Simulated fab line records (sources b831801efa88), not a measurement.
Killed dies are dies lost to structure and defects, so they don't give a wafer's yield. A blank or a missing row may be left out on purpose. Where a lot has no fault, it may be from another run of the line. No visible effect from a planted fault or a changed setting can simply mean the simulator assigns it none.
Which tool did it? -- flow sky130 -- 72 wafers from 24 lots sampled at 5 of the route's 708 steps

WHAT THE GAUGES READ, wafer by wafer
SKY_CAPM_THK_MEAS_01. Usual: CAPM_CVD_00_THK gives 15.45 nm (standard deviation 0.29).
lot,measured,on,CAPM_CVD_00_THK (nm),flag
L075,day 36 07:40,film_metro-02,15.51 15.92 15.55,
L074,day 36 08:23,film_metro-02,15.34 15.82 15.54,
L076,day 36 17:37,film_metro-03,15.24 15.57 15.68,
L077,day 36 21:51,film_metro-04,15.75 15.90 15.67,
L078,day 37 03:19,film_metro-04,15.12 15.27 15.22,
L079,day 37 15:22,film_metro-03,15.55 15.23 15.41,
L080,day 37 22:29,film_metro-03,15.42 15.96 15.87,
L081,day 38 20:12,film_metro-02,15.15 15.63 15.44,
L082,day 39 01:01,film_metro-04,15.46 15.24 15.49,
L083,day 39 01:37,film_metro-03,15.84 16.01 15.71,
L084,day 39 10:42,film_metro-04,14.99 15.22 15.35,
L085,day 39 13:58,film_metro-04,15.60 15.88 16.55,
L087,day 40 16:05,film_metro-03,15.58 15.89 15.56,
L086,day 40 17:41,film_metro-04,15.22 14.88 15.32,
L088,day 40 20:02,film_metro-04,15.21 15.50 15.72,
L089,day 41 06:27,film_metro-04,15.62 15.69 15.81,
L092,day 41 08:49,film_metro-03,15.24 15.10 15.46,
L090,day 41 11:02,film_metro-02,15.23 15.32 15.57,
L091,day 41 12:34,film_metro-03,14.88 15.13 14.93,
L093,day 41 16:11,film_metro-03,15.39 15.23 15.59,
L094,day 41 22:11,film_metro-04,15.13 15.13 15.68,
L095,day 42 06:07,film_metro-02,15.00 14.97 15.13,
L096,day 42 15:04,film_metro-02,15.26 15.08 15.38,
L097,day 42 21:34,film_metro-04,15.15 15.25 15.47,

SKY_VIA3_BOW_MEAS_03. Usual: VIA3_BOW gives 78 um (standard deviation 7.8).
lot,measured,on,VIA3_BOW (um),flag
L075,day 38 12:53,film_metro-02,76 85 102,
L074,day 38 14:20,film_metro-01,80 71 77,
L076,day 38 22:37,film_metro-02,77 74 82,
L077,day 39 02:35,film_metro-04,84 95 78,
L078,day 39 08:26,film_metro-02,76 70 83,
L079,day 39 19:40,film_metro-02,83 66 77,
L080,day 40 02:02,film_metro-02,85 79 82,
L081,day 41 00:22,film_metro-02,70 89 72,
L082,day 41 03:29,film_metro-02,79 73 74,
L083,day 41 04:38,film_metro-04,79 60 83,
L084,day 41 14:26,film_metro-02,85 75 65,
L085,day 41 16:21,film_metro-01,79 85 71,
L087,day 42 16:14,film_metro-02,56 82 87,
L086,day 42 17:50,film_metro-02,74 74 78,
L088,day 42 19:47,film_metro-01,78 67 71,
L089,day 43 06:43,film_metro-04,88 71 70,
L092,day 43 09:16,film_metro-01,73 77 61,
L090,day 43 10:56,film_metro-04,72 77 68,
L091,day 43 13:05,film_metro-02,82 81 79,
L093,day 43 15:34,film_metro-01,77 74 78,
L094,day 43 21:52,film_metro-02,68 78 76,
L095,day 44 05:59,film_metro-01,92 97 84,
L096,day 44 13:47,film_metro-04,79 77 73,
L097,day 44 22:32,film_metro-02,65 81 77,

SKY_VIA3_RS_MEAS_22: measures by four-point-probe. Usual: VIA3_W_RS gives 0.295 ohm/sq (standard deviation 0.0036).
lot,measured,on,VIA3_W_RS (ohm/sq),flag
L075,day 39 14:13,film_metro-02,0.300 0.293 0.295,
L074,day 39 15:48,film_metro-04,0.292 0.292 0.287,
L076,day 40 00:01,film_metro-04,0.294 0.300 0.298,
L077,day 40 04:39,film_metro-01,0.293 0.301 0.295,
L078,day 40 11:19,film_metro-02,0.300 0.298 0.299,
L079,day 40 21:17,film_metro-02,0.294 0.290 0.292,
L080,day 41 03:10,film_metro-04,0.296 0.297 0.293,
L081,day 42 00:55,film_metro-02,0.295 0.293 0.293,
L082,day 42 03:29,film_metro-04,0.294 0.288 0.289,
L083,day 42 04:46,film_metro-01,0.291 0.299 0.289,
L084,day 42 13:45,film_metro-01,0.290 0.296 0.294,
L085,day 42 16:03,film_metro-01,0.295 0.298 0.293,
L087,day 43 16:34,film_metro-02,0.297 0.299 0.298,
L086,day 43 17:45,film_metro-01,0.294 0.292 0.289,
L088,day 43 20:02,film_metro-01,0.295 0.292 0.295,
L089,day 44 07:10,film_metro-01,0.301 0.299 0.299,
L092,day 44 09:16,film_metro-01,0.294 0.291 0.294,
L090,day 44 11:52,film_metro-01,0.294 0.297 0.293,
L091,day 44 12:55,film_metro-02,0.295 0.297 0.295,
L093,day 44 15:53,film_metro-04,0.297 0.298 0.296,
L094,day 44 20:27,film_metro-02,0.297 0.290 0.294,
L095,day 45 05:12,film_metro-02,0.298 0.298 0.295,
L096,day 45 12:53,film_metro-01,0.298 0.292 0.298,
L097,day 45 20:35,film_metro-04,0.290 0.290 0.289,

SKY_CAP2M_OVL_MEAS_12. Usual: CAP2M_OVL gives 0.1 nm (standard deviation 1.3).
lot,measured,on,CAP2M_OVL (nm),flag
L075,day 40 15:55,overlay-02,-0.4 0.2 -0.2,
L074,day 40 17:10,overlay-01,0.6 1.9 2.8,
L076,day 41 00:44,overlay-02,-1.0 -0.9 0.1,
L077,day 41 05:23,overlay-02,-0.5 -1.2 -2.7,
L078,day 41 11:11,overlay-01,1.4 1.6 0.9,
L079,day 41 21:31,overlay-01,-1.0 -0.6 -1.0,
L080,day 42 03:02,overlay-02,-1.1 1.5 1.0,
L081,day 43 00:56,overlay-01,-1.3 -0.7 -0.2,
L082,day 43 02:49,overlay-01,0.4 1.6 -0.9,
L083,day 43 04:22,overlay-01,1.0 0.9 -0.4,
L084,day 43 13:23,overlay-02,0.5 1.0 0.9,
L085,day 43 15:32,overlay-02,0.4 0.4 -1.1,
L087,day 44 16:17,overlay-02,0.3 -1.9 0.0,
L086,day 44 17:11,overlay-02,-0.5 -1.1 -1.6,
L088,day 44 18:34,overlay-02,2.0 3.2 1.6,
L089,day 45 06:28,overlay-02,0.2 1.1 0.4,
L092,day 45 07:25,overlay-01,2.3 1.7 2.6,
L090,day 45 09:46,overlay-02,-0.4 2.5 0.1,
L091,day 45 11:25,overlay-02,1.5 0.4 -1.6,
L093,day 45 13:28,overlay-02,-1.1 0.9 -0.6,
L094,day 45 18:22,overlay-02,0.5 1.6 -1.8,
L095,day 46 02:41,overlay-01,1.7 0.7 1.3,
L096,day 46 10:22,overlay-02,0.8 2.3 -0.5,
L097,day 46 17:13,overlay-01,0.4 0.0 0.5,

WHICH TOOL RAN EACH LOT (tool, then ch and the chambers of the sampled wafers, then the start)
lot,SKY_METAL4_SPUTTER_03
L075,"pvd_sputter-04, day 39 14:56"
L074,"pvd_sputter-01, day 39 16:22"
L076,"pvd_sputter-04, day 40 00:33"
L077,"pvd_sputter-04, day 40 05:11"
L078,"pvd_sputter-01, day 40 11:53"
L079,"pvd_sputter-03, day 40 21:51"
L080,"pvd_sputter-03, day 41 03:41"
L081,"pvd_sputter-04, day 42 01:29"
L082,"pvd_sputter-04, day 42 04:02"
L083,"pvd_sputter-03, day 42 05:19"
L084,"pvd_sputter-03, day 42 14:19"
L085,"pvd_sputter-04, day 42 16:35"
L087,"pvd_sputter-01, day 43 17:07"
L086,"pvd_sputter-01, day 43 18:19"
L088,"pvd_sputter-03, day 43 20:34"
L089,"pvd_sputter-01, day 44 07:43"
L092,"pvd_sputter-03, day 44 09:49"
L090,"pvd_sputter-04, day 44 12:26"
L091,"pvd_sputter-04, day 44 13:28"
L093,"pvd_sputter-04, day 44 16:26"
L094,"pvd_sputter-01, day 44 21:01"
L095,"pvd_sputter-04, day 45 05:46"
L096,"pvd_sputter-04, day 45 13:27"
L097,"pvd_sputter-03, day 45 21:08"
- SKY_METAL4_SPUTTER_03: material Ti, target thk 5 nm, time 3.3 s.

WHAT THE TOOLS THEMSELVES READ (means of the sampled wafers that have a number; where no wafer has one, the mark that the record gives instead)
SKY_METAL4_SPUTTER_03. Usual: throttle_valve_pct at 30.7 %, with a standard deviation of 1.4.
lot,tool,throttle_valve_pct (%),flag
L075,pvd_sputter-04,31.4,
L074,pvd_sputter-01,31.5,
L076,pvd_sputter-04,30.9,
L077,pvd_sputter-04,29.9,
L078,pvd_sputter-01,31.4,
L079,pvd_sputter-03,30.7,
L080,pvd_sputter-03,29.9,
L081,pvd_sputter-04,31.3,
L082,pvd_sputter-04,31.2,
L083,pvd_sputter-03,30.5,
L084,pvd_sputter-03,28.3,
L085,pvd_sputter-04,30.5,
L087,pvd_sputter-01,31.3,
L086,pvd_sputter-01,31.0,
L088,pvd_sputter-03,28.9,
L089,pvd_sputter-01,30.5,
L092,pvd_sputter-03,30.6,
L090,pvd_sputter-04,30.8,
L091,pvd_sputter-04,30.5,
L093,pvd_sputter-04,30.5,
L094,pvd_sputter-01,31.0,
L095,pvd_sputter-04,30.8,
L096,pvd_sputter-04,30.7,
L097,pvd_sputter-03,29.8,

THE ANSWER, worked out from the rows above alone
Rule: take the mean of a lot's wafers that have a number; if it is more than 3 standard deviations from the usual mean, the lot is off. A lot without any number at a reading at which 4 lots or more have one is off too. Any other lot the step has rows for is counted as sound. The gauges are gone through in route order, then the tools' own readings, and for those a lot's mean is taken as printed above. The first step at which some lot is off is used, and at that step the reading that is off furthest; a lot without a number counts as furthest.
Nothing can be told from this: no lot is off at any reading shown.

WHAT HAD BEEN PUT IN BY THE SIMULATOR
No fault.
